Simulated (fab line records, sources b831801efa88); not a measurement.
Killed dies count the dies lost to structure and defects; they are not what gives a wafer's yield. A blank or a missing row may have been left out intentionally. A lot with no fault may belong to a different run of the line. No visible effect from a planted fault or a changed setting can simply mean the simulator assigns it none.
Matching of chambers ; flow sky130 ; 4 sister chambers for SKY_VIA3_ETCH_15 on rie_diel-01
The step etches SiO2 in C4F8/O2/Ar, stops on TiN, target depth 507 nm, time 78 s. 8 wafers are shown with their chamber, then 9 later ones without.

EACH WAFER AND ITS CHAMBER
wafer;chamber;oes_product_au (a.u.)
L078.6;0;0.938
L080.1;2;0.947
L080.3;0;0.942
L080.5;1;0.935
L080.6;2;0.941
L082.1;1;0.944
L082.2;3;0.951
L082.5;3;0.947

WAFERS MISSING THEIR CHAMBER
wafer;oes_product_au (a.u.)
L089.1;0.946
L089.2;0.949
L089.3;0.948
L089.4;0.942
L089.5;0.946
L089.6;0.952
L092.1;0.940
L092.3;0.947
L092.5;0.947

WHICH CHAMBER EACH WENT THROUGH
wafer;from the rows above;in truth
L089.1;can't be placed: 2 or 3 or 0 or 1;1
L089.2;can't be placed: 3 or 2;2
L089.3;can't be placed: 3 or 2 or 0 or 1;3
L089.4;can't be placed: 0 or 2 or 1 or 3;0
L089.5;can't be placed: 2 or 3 or 0 or 1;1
L089.6;can't be placed: 3 or 2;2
L092.1;can't be placed: 0 or 1 or 2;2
L092.3;can't be placed: 3 or 2 or 0 or 1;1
L092.5;can't be placed: 3 or 2 or 0 or 1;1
Correctly placed: 0 of 9. Can't be placed from these rows: 9 (the true chamber is among the candidates in 9). 0 placed wrongly.
How it was worked out, from the rows above alone: a wafer's distance from a chamber is the root of the sum, over the readings, of the square of ((its reading less the chamber's mean) divided by the reading's scatter). The wafer belongs to the nearest chamber; if the next one is less than 2 further off, it can't be placed. For every chamber, the mean is computed from those of its wafers that are shown. The scatter is the square root of a quotient: the sum, over the shown wafers, of each reading's squared deviation from its chamber's mean, divided by wafers minus chambers.
